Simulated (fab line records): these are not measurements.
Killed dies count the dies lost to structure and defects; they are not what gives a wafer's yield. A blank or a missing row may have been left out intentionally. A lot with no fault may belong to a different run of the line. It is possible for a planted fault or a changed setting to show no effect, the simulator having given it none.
Chamber matching / flow sky130 / 4 sister chambers for SKY_FIELD_ISO_ETCH_15 on rieDiel-01
The step etches the open film in CHF3/O2, stops on Si, target depth 180 nm, time 72 s. 4 wafers are shown with their chamber, then 12 later ones without.

EACH WAFER AND ITS CHAMBER
wafer=L086.3; chamber=0; drypumpMotorCurrentA (A)=5.71
wafer=L089.1; chamber=1; drypumpMotorCurrentA (A)=5.76
wafer=L089.5; chamber=2; drypumpMotorCurrentA (A)=6.01
wafer=L089.6; chamber=3; drypumpMotorCurrentA (A)=5.62

WAFERS MISSING THEIR CHAMBER
wafer=L090.1; drypumpMotorCurrentA (A)=5.69
wafer=L090.2; drypumpMotorCurrentA (A)=5.72
wafer=L090.4; drypumpMotorCurrentA (A)=5.63
wafer=L092.2; drypumpMotorCurrentA (A)=5.70
wafer=L092.3; drypumpMotorCurrentA (A)=6.04
wafer=L092.4; drypumpMotorCurrentA (A)=5.64
wafer=L094.1; drypumpMotorCurrentA (A)=5.62
wafer=L094.2; drypumpMotorCurrentA (A)=5.73
wafer=L094.3; drypumpMotorCurrentA (A)=5.72
wafer=L096.2; drypumpMotorCurrentA (A)=5.75
wafer=L096.4; drypumpMotorCurrentA (A)=5.70
wafer=L096.5; drypumpMotorCurrentA (A)=5.69

CHAMBER TAKEN BY EACH
wafer=L090.1; from the rows above=0; in truth=0
wafer=L090.2; from the rows above=can't be placed: 0 or 1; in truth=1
wafer=L090.4; from the rows above=3; in truth=3
wafer=L092.2; from the rows above=0; in truth=0
wafer=L092.3; from the rows above=2; in truth=2
wafer=L092.4; from the rows above=3; in truth=3
wafer=L094.1; from the rows above=3; in truth=3
wafer=L094.2; from the rows above=can't be placed: 0 or 1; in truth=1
wafer=L094.3; from the rows above=can't be placed: 0 or 1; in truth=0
wafer=L096.2; from the rows above=can't be placed: 1 or 0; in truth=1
wafer=L096.4; from the rows above=0; in truth=0
wafer=L096.5; from the rows above=0; in truth=0
Correctly placed: 8 of 12. Not placeable from these rows: 4 (in 4, the candidates include the true chamber). 0 placed wrongly.
How it was worked out, from the rows above alone: a wafer's distance from a chamber is the root of the sum, over the readings, of the square of ((its reading less the chamber's mean) divided by the reading's scatter). The wafer belongs to the nearest chamber; if the next one is less than 2 further off, it can't be placed. The mean given for a chamber averages the wafers shown for that chamber. The scatter: root of mean squared gap, hidden wafer to nearest shown wafer, with one shown wafer a chamber.
